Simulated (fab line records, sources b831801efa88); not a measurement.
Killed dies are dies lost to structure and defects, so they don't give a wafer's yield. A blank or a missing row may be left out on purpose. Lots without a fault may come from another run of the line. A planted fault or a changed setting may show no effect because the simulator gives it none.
A struck lot beside a sound one | flow sky130 | 15 steps out of a route of 708
Sound: wafers L739.1, L739.4, L739.5. Struck: wafer L743.1. (L743.5 of the same lot was not struck and is left out.) The cause comes at the end.
At each step with rows: each side's tool, then ch and its chambers, then its first start. Under that, the readings that differ: sound wafers | struck wafers | difference of the means | sigmas: that difference in standard deviations of wafers without a fault.
alike: readings whose means differ by less than 2 such deviations, and words and numbers that are the same on both sides. not compared: withheld readings, readings that some wafer has no value for, bounds like >300 that may hide the same value, and numbers for which the record gives no deviation and whose values overlap.
The two part at a step that has a row with sigmas, a row that says differs or no value, or rows on one side only. Numbers that don't overlap but have no deviation are shown without sigmas and don't part them. A reading that every wafer of one side lacks parts them only if that side has two wafers or more.

first, 2 steps without rows for these wafers: SKY_VIA4_PEB_09; SKY_VIA4_DEVELOP_10 (develop time 60 s).
SKY_VIA4_OVL_MEAS_11:
  sound on overlay-01, day 43 18:26; struck on overlay-01, day 44 13:17
  alike: VIA4_OVL
SKY_VIA4_ETCH_12: etches SiO2 in C4F8/O2/Ar, stops on TiN, target depth 580 nm.
  sound on rie_diel-02 ch 1,2,3, day 43 18:28; struck on rie_diel-04 ch 1, day 44 13:20
  alike: oes_product_au
SKY_VIA4_STRIP_13: strips in O2/N2.
  sound on plasma_asher-04 ch 0,1, day 43 18:32; struck on plasma_asher-02 ch 0, day 44 13:24
  alike: drypump_motor_current_A, oes_product_au, strip_time_to_endpoint_s
  not compared: rf_hours_counter_h
then, 3 steps without rows for these wafers: SKY_VIA4_STRIP_14 (strips in post etch residue remover, time 1200 s); SKY_VIA4_CLEAN_15 (cleans in IPA, time 180 s); SKY_VIA4_CLEAN_16 (cleans in O3/DIW).
SKY_VIA4_SPUTTER_17: material TiN, target thk 20 nm, time 80 s.
  sound on pvd_sputter-03, day 43 19:08; struck on pvd_sputter-03, day 44 13:59
  alike: chamber_pressure_pa, throttle_valve_pct
SKY_VIA4_CVD_18: deposits W, target thk 505 nm, time 152.14 s.
  sound on cvd_w-02 ch 0,1, day 43 19:12; struck on cvd_w-02 ch 0, day 44 14:04
  alike: heater_power_w
SKY_VIA4_RS_MEAS_19: measures by four-point-probe.
  sound on film_metro-02, day 43 19:21; struck on film_metro-03, day 44 14:13
  alike: VIA4_W_RS
SKY_VIA4_THK_MEAS_20: measures by xrf.
  sound on film_metro-02, day 43 19:28; struck on film_metro-03, day 44 14:20
  alike: VIA4_W_THK
SKY_VIA4_CMP_21: polishes, stops on SiO2, t overpolish 25 s, target thk 0 nm.
  sound on cmp-01 ch 0,1,3, day 43 19:35; struck on cmp-01 ch 3, day 44 14:26
  reading                | sound                | struck | difference | sigmas
  overpolish_run_s (s)   | 24.982 25.012 24.988 | 0.040  | -24.954    | -99 or more
  time_to_endpoint_s (s) | 126 131 114          | 188    | +64        | +9
  alike: motor_current_A, slurry_flow_ml_min
SKY_METAL5_SPUTTER_00: material Ti, target thk 15 nm, time 10 s.
  the record has rows for the sound wafers here (pvd_sputter-04, day 43 19:50) and none for the struck ones
-- the record jumps here: 3 days lie between the struck wafers' starts before and after (it left off in module METAL5 and takes up again in module PAD_OPEN, whose first step shown is number 708 of the route) --
SKY_PAD_OPEN_PROBE_99:
  the record has rows for the struck wafers here (prober-01, day 47 10:31) and none for the sound ones

WHERE THEY PART
First at SKY_VIA4_CMP_21; last, within this record, at SKY_PAD_OPEN_PROBE_99.

WHY: what the simulator had put in
Process parameter drift: cmp-01, from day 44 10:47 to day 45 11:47, at SKY_VIA4_CMP_21. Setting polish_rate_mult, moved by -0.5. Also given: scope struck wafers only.
